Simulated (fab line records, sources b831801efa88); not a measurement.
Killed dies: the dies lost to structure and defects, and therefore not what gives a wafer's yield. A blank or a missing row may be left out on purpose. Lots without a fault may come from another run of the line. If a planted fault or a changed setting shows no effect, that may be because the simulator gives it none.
Matching of chambers    flow sky130    SKY_POLY_GATE_ETCH_17 on rie_si-01: 4 sister chambers
The step etches poly-Si in HBr/Cl2, stops on SiO2, target depth 180 nm, time 70.5 s. 14 wafers are shown with their chamber, then 7 later ones without.

WAFERS, EACH WITH ITS CHAMBER
wafer   chamber  drypump_motor_current_A (A)  chamber_pressure_mTorr (mTorr)  throttle_valve_pct (%)
L774.1  0        6.0                          9.991                           33.676
L774.3  3        4.8                          10.013                          33.672
L774.6  0        6.0                          9.999                           33.691
L778.1  1        5.4                          9.999                           33.692
L778.2  0        6.0                          10.010                          33.679
L778.6  0        5.9                          9.991                           33.677
L777.1  0        6.0                          9.998                           33.678
L777.4  3        4.9                          10.013                          33.685
L777.5  0        5.9                          9.985                           33.689
L780.2  0        5.9                          10.009                          33.677
L780.3  2        5.9                          10.007                          33.677
L780.4  1        5.4                          9.976                           33.695
L789.1  2        5.9                          9.998                           33.682
L789.3  1        5.4                          10.000                          33.682

SIGNATURES (means of the wafers above)
reading                  chamber 0  chamber 1  chamber 2  chamber 3  scatter within a chamber
drypump_motor_current_A  5.957      5.400      5.900      4.850      0.0471
chamber_pressure_mTorr   9.99757    9.99167    10.00250   10.01300   0.0097
throttle_valve_pct       33.68100   33.68967   33.67950   33.67850   0.00651
Rule: distance of a wafer from a chamber = root of the sum over the readings of ((wafer's reading minus chamber's mean) / reading's scatter) squared. The wafer belongs to the nearest chamber; if the next one is less than 2 further off, it can't be placed. The scatter: the root of (the sum of the squares of (reading less its chamber's mean) over the shown wafers, divided by (wafers less chambers)).

WAFERS MISSING THEIR CHAMBER
wafer   drypump_motor_current_A (A)  chamber_pressure_mTorr (mTorr)  throttle_valve_pct (%)
L789.6  5.9                          10.003                          33.685
L792.2  5.4                          9.990                           33.662
L792.3  6.0                          9.992                           33.680
L792.4  5.9                          9.977                           33.688
L794.2  5.9                          10.007                          33.684
L794.4  4.8                          9.992                           33.669
L794.6  4.9                          10.004                          33.673

CHAMBER TAKEN BY EACH
wafer   from the rows above      in truth
L789.6  can't be placed: 2 or 0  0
L792.2  1                        1
L792.3  can't be placed: 0 or 2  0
L792.4  can't be placed: 0 or 2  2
L794.2  can't be placed: 2 or 0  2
L794.4  3                        3
L794.6  3                        3
Correct placement for 3 of the 7. Cannot be placed on the basis of these rows: 4; the candidates contain the true chamber in 4. Placed wrongly: 0.
